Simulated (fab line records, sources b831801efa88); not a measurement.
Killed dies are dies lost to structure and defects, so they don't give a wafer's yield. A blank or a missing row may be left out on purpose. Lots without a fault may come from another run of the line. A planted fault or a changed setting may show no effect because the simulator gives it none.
One fault seen from 2 desks | flow gf180mcu | each desk has only its own numbers; what lay behind them comes last

THE METROLOGY DESK
What the gauges read, lot by lot, whatever tool the lot ran on: means of the sampled wafers that have a number. A lot is out of limits, marked OUT, if its mean lies more than 4 standard deviations from the usual mean; the brackets give that distance.
Columns: A = NSD_TW at GF_NSD_TW_MEAS_12, usual 4208; B = SAB_OVL at GF_SAB_OVL_MEAS_10, usual -0.5 nm; C = V1_W_RS at GF_V1_RS_MEAS_24, usual 0.329 ohm/sq; D = V1_W_THK at GF_V1_THK_MEAS_25, usual 342 nm
lot  | first seen here | A    | B    | C                | D
L767 | day 13 01:30    | 4199 | 1.1  | 0.328            | 344
L769 | day 13 17:08    | 4151 | -0.3 | 0.329            | 339
L771 | day 14 17:34    | 4170 | -1.0 | 0.329            | 338
L772 | day 15 13:02    | 4253 | -0.2 | 0.332            | 338
L775 | day 16 11:16    | 4204 | -0.4 | 0.332            | 342
L777 | day 17 06:59    | 4216 | 1.7  | 0.328            | 339
L778 | day 17 12:29    | 4213 | -0.1 | 0.331            | 335
L780 | day 17 20:59    | 4229 | 0.4  | 0.326            | 345
L783 | day 19 03:34    | 4222 | -0.4 | 0.297 (-8.9) OUT | 383 (+8.7) OUT
L784 | day 19 04:52    | 4227 | -1.6 | 0.327            | 346
L790 | day 21 05:43    | 4211 | -2.7 | 0.332            | 338
This desk's finding: out of limits on L783; first on L783, day 24 08:30 (V1_W_RS at GF_V1_RS_MEAS_24). In limits: L767, L769, L771, L772, L775, L777, L778, L780, L784, L790.

THE TOOL OWNER'S DESK: cvd_w-01
The tool's own readings at GF_V1_CVD_23 (deposits W, target thk 350 nm, time 105.05 s): means of the sampled wafers that have a number, for each lot that ran on this tool. A lot is out of limits, marked OUT, if its mean lies more than 4 standard deviations from the usual mean; the brackets give that distance.
Columns: A = heater_power_w at GF_V1_CVD_23, usual 840 W
lot  | first seen here | A
L767 | day 17 20:45    | 904
L769 | day 18 12:41    | 897
L771 | day 19 17:41    | 890
L772 | day 20 14:08    | 750
L775 | day 21 14:41    | 902
L778 | day 22 15:54    | 835
L783 | day 24 08:22    | 908
This desk's finding: nothing out of limits on any of the 7 lots.

PUT TOGETHER
The metrology desk could have raised an alarm at day 24 08:30, on L783.
The tool owner's desk saw nothing out of limits.
The tool owner's desk has L783 on record, within its limits.
Of the lots named, all ran GF_V1_CVD_23 on cvd_w-01.

WHAT THE SIMULATOR HAD PUT IN
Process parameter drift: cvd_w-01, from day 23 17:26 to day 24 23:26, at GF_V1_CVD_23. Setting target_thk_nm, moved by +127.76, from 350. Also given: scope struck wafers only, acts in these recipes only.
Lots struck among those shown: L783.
Hours from the fault's start to each desk's first reading out of limits: the metrology desk, 15.
